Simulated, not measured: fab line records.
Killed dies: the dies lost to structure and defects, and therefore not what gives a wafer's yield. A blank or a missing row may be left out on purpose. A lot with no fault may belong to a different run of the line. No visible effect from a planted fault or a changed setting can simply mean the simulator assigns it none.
Which tool was responsible? || flow sky130 || 12 lots with 36 wafers sampled at 3 steps, on a route of 708 steps

## WHAT THE GAUGES READ, wafer by wafer
SKY_VIA4_RS_MEAS_19: a four-point-probe measurement.
{"lot": "L075", "measured": "day 43 02:34", "on": "film-metro-02", "VIA4_W_RS (ohm/sq)": "0.2257 0.2242 0.2268"}
{"lot": "L077", "measured": "day 43 10:25", "on": "film-metro-04", "VIA4_W_RS (ohm/sq)": "0.2292 0.2292 0.2298"}
{"lot": "L079", "measured": "day 44 12:58", "on": "film-metro-03", "VIA4_W_RS (ohm/sq)": "0.2260 0.2251 0.2238"}
{"lot": "L080", "measured": "day 44 22:44", "on": "film-metro-02", "VIA4_W_RS (ohm/sq)": "0.2282 0.2269 0.2276"}
{"lot": "L083", "measured": "day 45 22:31", "on": "film-metro-03", "VIA4_W_RS (ohm/sq)": "0.2265 0.2246 0.2259"}
{"lot": "L086", "measured": "day 46 15:05", "on": "film-metro-04", "VIA4_W_RS (ohm/sq)": "0.2231 0.2218 0.2222"}
{"lot": "L087", "measured": "day 46 17:13", "on": "film-metro-03", "VIA4_W_RS (ohm/sq)": "0.2256 0.2249 0.2261"}
{"lot": "L089", "measured": "day 46 19:37", "on": "film-metro-02", "VIA4_W_RS (ohm/sq)": "0.2253 0.2266 0.2273"}
{"lot": "L091", "measured": "day 47 14:48", "on": "film-metro-02", "VIA4_W_RS (ohm/sq)": "0.2272 0.2283 0.2276"}
{"lot": "L093", "measured": "day 48 04:20", "on": "film-metro-04", "VIA4_W_RS (ohm/sq)": "0.2291 0.2324 0.2287"}
{"lot": "L095", "measured": "day 48 09:58", "on": "film-metro-02", "VIA4_W_RS (ohm/sq)": "0.2266 0.2277 0.2254"}
{"lot": "L097", "measured": "day 48 16:47", "on": "film-metro-03", "VIA4_W_RS (ohm/sq)": "0.2222 0.2215 0.2199"}

## WHAT TOOL EACH LOT RAN ON (gives the tool, then ch and the chambers of the sampled wafers, and finally the start)
{"lot": "L075", "SKY_VIA2_SPUTTER_20": "pvd-sputter-03, day 36 14:07", "SKY_METAL4_SPUTTER_01": "pvd-sputter-03, day 39 23:47"}
{"lot": "L077", "SKY_VIA2_SPUTTER_20": "pvd-sputter-02, day 37 00:23", "SKY_METAL4_SPUTTER_01": "pvd-sputter-03, day 40 08:14"}
{"lot": "L079", "SKY_VIA2_SPUTTER_20": "pvd-sputter-03, day 38 07:15", "SKY_METAL4_SPUTTER_01": "pvd-sputter-03, day 41 13:07"}
{"lot": "L080", "SKY_VIA2_SPUTTER_20": "pvd-sputter-04, day 38 18:28", "SKY_METAL4_SPUTTER_01": "pvd-sputter-04, day 42 00:05"}
{"lot": "L083", "SKY_VIA2_SPUTTER_20": "pvd-sputter-04, day 39 06:49", "SKY_METAL4_SPUTTER_01": "pvd-sputter-02, day 42 12:29"}
{"lot": "L086", "SKY_VIA2_SPUTTER_20": "pvd-sputter-04, day 40 16:23", "SKY_METAL4_SPUTTER_01": "pvd-sputter-03, day 43 19:10"}
{"lot": "L087", "SKY_VIA2_SPUTTER_20": "pvd-sputter-03, day 40 17:46", "SKY_METAL4_SPUTTER_01": "pvd-sputter-03, day 43 21:46"}
{"lot": "L089", "SKY_VIA2_SPUTTER_20": "pvd-sputter-04, day 40 22:13", "SKY_METAL4_SPUTTER_01": "pvd-sputter-03, day 44 00:11"}
{"lot": "L091", "SKY_VIA2_SPUTTER_20": "pvd-sputter-02, day 41 14:11", "SKY_METAL4_SPUTTER_01": "pvd-sputter-03, day 44 15:11"}
{"lot": "L093", "SKY_VIA2_SPUTTER_20": "pvd-sputter-03, day 42 12:27", "SKY_METAL4_SPUTTER_01": "pvd-sputter-02, day 45 12:17"}
{"lot": "L095", "SKY_VIA2_SPUTTER_20": "pvd-sputter-04, day 42 20:42", "SKY_METAL4_SPUTTER_01": "pvd-sputter-04, day 45 19:08"}
{"lot": "L097", "SKY_VIA2_SPUTTER_20": "pvd-sputter-03, day 43 03:15", "SKY_METAL4_SPUTTER_01": "pvd-sputter-04, day 46 01:58"}
- SKY_VIA2_SPUTTER_20: material TiN, target thk 20 nm, time 80 s.
- SKY_METAL4_SPUTTER_01: material TiN, target thk 20 nm, time 16.7 s.

## THE ANSWER, worked out from the rows above alone
Rule: the lots themselves supply what counts as usual. Put in order of their means at a reading, lots are off if they are a third of the lots or fewer, leave a main group of 4 or more, and stand apart from it by a gap of 3 or more times the standard deviation of the main group's means; of several such gaps the widest counts. A main group whose means are all the same, to the digits that the tables above print for the reading, isn't used. Also off: a lot with no number at a reading for which 4 or more lots have one. All remaining lots with rows at the step are treated as sound.
None of the lots is off at any reading shown; this tells nothing.

## WHAT HAD BEEN PUT IN BY THE SIMULATOR
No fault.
